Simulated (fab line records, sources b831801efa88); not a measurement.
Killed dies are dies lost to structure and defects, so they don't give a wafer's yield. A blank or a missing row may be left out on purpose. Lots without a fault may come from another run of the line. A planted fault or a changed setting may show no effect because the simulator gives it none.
Problem report in the 8D (eight disciplines) form, filled by code | flow sky130 | the parts of the form that need people (team, actions taken, sign-off) are left out

1. THE PROBLEM
VT_ADJUST_NCORE_OVL at SKY_VT_ADJUST_NCORE_OVL_MEAS_08 reads a mean of -119.4 nm on 6 wafers of 2 lots; wafers without a fault read 0.4 nm with a standard deviation of 1.4. That is -86 standard deviations from the usual mean.
First seen on wafer L502.3, day 12 16:28, on overlay-02. The record holds 39 wafers of 13 lots with a number at this step. Rule for "out", or "out of limits": more than 4 standard deviations from the usual mean. The other wafers with a number count as sound.

2. WHAT IT IS AND WHAT IT IS NOT
question                    | is                     | is not
which readings at this step | VT_ADJUST_NCORE_OVL    | -
which lots                  | L502, L506             | L488, L489, L491, L493, L494, L495, L497, L498, L501, L507, L510
which wafers of those lots  | all that have a number | -
read on which gauges        | overlay-01, overlay-02 | -
when                        | from day 12 16:28      | up to then (27 sound wafers); but 6 sound wafers of L507, L510 came after

3. SUSPECTS, AND WHAT RULES EACH OUT
Counting: a tool at a process step up to the reading stays a suspect if it ran every lot that is out and no sound lot after the first of them.
- the gauge at SKY_VT_ADJUST_NCORE_OVL_MEAS_08: ruled out. The wafers that are out were read on 2 gauges (overlay-01, overlay-02).
- iline_stepper-02 at SKY_VT_ADJUST_NCORE_EXPOSE_04 (exposes mask LVTN COMPLEMENT THIN, target cd 380 nm): kept. It ran every lot that is out, first L502 (day 12 03:46), and no sound lot after that; its last sound lot up to then is L501 (day 11 22:53).
Left after counting: iline_stepper-02 at SKY_VT_ADJUST_NCORE_EXPOSE_04.

4. THE CAUSE (what the simulator had put in)
Scanner matching overlay: iline_stepper-02, from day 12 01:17 on, at SKY_VT_ADJUST_NCORE_EXPOSE_04. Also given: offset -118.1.
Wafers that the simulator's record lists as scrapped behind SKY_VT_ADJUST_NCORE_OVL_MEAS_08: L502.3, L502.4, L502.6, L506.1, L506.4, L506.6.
Counting left only this tool.

5. THE CHAIN OF EFFECTS, in route order
Each row: a reading whose mean over the struck wafers that have a number lies more than 3 standard deviations from the usual. Only readings for which the record gives a usual standard deviation are gone through. hours: the time from each lot's start at the first step in this table that gives one to its start at this step, as a median over the lots. sigmas: the change in usual standard deviations.
hours | step                            | reading             | usual  | on struck wafers | change | sigmas
0     | SKY_VT_ADJUST_NCORE_OVL_MEAS_08 | VT_ADJUST_NCORE_OVL | 0.4 nm | -119.4           | -119.8 | -86

6. WHAT WOULD HAVE CAUGHT IT SOONER
In this record the first reading out of limits at a measuring or inspecting step was taken at day 12 16:28, 15 hours after the fault began at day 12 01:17.
Of the lots that are out (2), L506 began SKY_VT_ADJUST_NCORE_EXPOSE_04 on iline_stepper-02 after day 12 16:28. A hold on the tool at that time would have spared it.
